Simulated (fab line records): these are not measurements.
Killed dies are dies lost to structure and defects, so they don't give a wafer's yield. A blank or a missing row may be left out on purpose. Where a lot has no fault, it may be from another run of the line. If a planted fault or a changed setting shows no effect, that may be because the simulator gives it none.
Matching of chambers / flow sky130 / SKY_VIA3_CMP_02 on cmp-02: 4 sister chambers
The step polishes SiO2. 4 wafers are shown with their chamber, then 7 later ones without.

## WAFERS WITH THEIR CHAMBER
wafer=L843.3; chamber=0; motor_current_A (A)=12.0
wafer=L846.5; chamber=3; motor_current_A (A)=11.0
wafer=L850.1; chamber=1; motor_current_A (A)=12.8
wafer=L850.3; chamber=2; motor_current_A (A)=10.6

## WAFERS MISSING THEIR CHAMBER
wafer=L850.6; motor_current_A (A)=12.3
wafer=L856.1; motor_current_A (A)=11.7
wafer=L856.2; motor_current_A (A)=11.1
wafer=L856.6; motor_current_A (A)=11.1
wafer=L857.1; motor_current_A (A)=11.0
wafer=L857.3; motor_current_A (A)=12.6
wafer=L857.6; motor_current_A (A)=12.5

## THE CHAMBER EACH PASSED THROUGH
wafer=L850.6; from the rows above=can't be placed: 0 or 1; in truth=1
wafer=L856.1; from the rows above=can't be placed: 0 or 3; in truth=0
wafer=L856.2; from the rows above=can't be placed: 3 or 2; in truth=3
wafer=L856.6; from the rows above=can't be placed: 3 or 2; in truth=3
wafer=L857.1; from the rows above=can't be placed: 3 or 2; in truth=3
wafer=L857.3; from the rows above=can't be placed: 1 or 0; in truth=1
wafer=L857.6; from the rows above=can't be placed: 1 or 0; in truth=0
Correct placement for 0 of the 7. Cannot be placed on the basis of these rows: 7; the candidates contain the true chamber in 7. 0 placed wrongly.
How it was worked out, from the rows above alone: a wafer's distance from a chamber is the root of the sum, over the readings, of the square of ((its reading less the chamber's mean) divided by the reading's scatter). If the next closest chamber is less than 2 further off than the closest, the wafer can't be placed; otherwise it belongs to the closest. Each chamber's mean is taken over the wafers shown for it. The scatter (one wafer shown for each chamber): square how far every hidden wafer sits from the nearest shown wafer, average those squares and take the square root.
